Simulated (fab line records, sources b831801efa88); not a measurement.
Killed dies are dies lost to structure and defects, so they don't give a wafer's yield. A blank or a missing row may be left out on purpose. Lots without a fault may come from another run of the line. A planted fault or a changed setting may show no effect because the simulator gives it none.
Chamber matching | flow sky130 | SKY_VIA4_CMP_02 on cmp-02: 4 sister chambers
The step polishes SiO2. 8 wafers are shown with their chamber, then 10 later ones without.

WAFERS WITH THEIR CHAMBER
wafer  | chamber | motor_current_A (A)
L329.3 | 0       | 12.7
L331.2 | 2       | 11.2
L334.6 | 3       | 13.0
L336.1 | 1       | 12.0
L336.3 | 2       | 11.4
L336.6 | 1       | 12.0
L340.2 | 3       | 13.3
L340.3 | 0       | 12.1

WAFERS WITHOUT THEIR CHAMBER
wafer  | motor_current_A (A)
L340.6 | 12.1
L341.3 | 11.6
L341.4 | 13.0
L341.6 | 12.8
L350.2 | 12.5
L350.3 | 13.3
L350.6 | 13.6
L351.1 | 12.7
L351.2 | 13.1
L351.3 | 10.8

WHICH CHAMBER EACH WENT THROUGH
wafer  | from the rows above          | in truth
L340.6 | can't be placed: 1 or 0      | 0
L341.3 | can't be placed: 2 or 1      | 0
L341.4 | can't be placed: 3 or 0      | 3
L341.6 | can't be placed: 3 or 0 or 1 | 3
L350.2 | can't be placed: 0 or 1      | 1
L350.3 | 3                            | 3
L350.6 | 3                            | 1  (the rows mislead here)
L351.1 | can't be placed: 0 or 3 or 1 | 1
L351.2 | 3                            | 3
L351.3 | 2                            | 2
Placed correctly: 3 of 10. Can't be placed from these rows: 6 (the true chamber is among the candidates in 5). Placed wrongly: 1.
How it was worked out, from the rows above alone: a wafer's distance from a chamber is the root of the sum, over the readings, of the square of ((its reading less the chamber's mean) divided by the reading's scatter). The wafer belongs to the nearest chamber; if the next one is less than 2 further off, it can't be placed. A chamber's mean is the mean of its shown wafers. The scatter: the root of (the sum of the squares of (reading less its chamber's mean) over the shown wafers, divided by (wafers less chambers)).
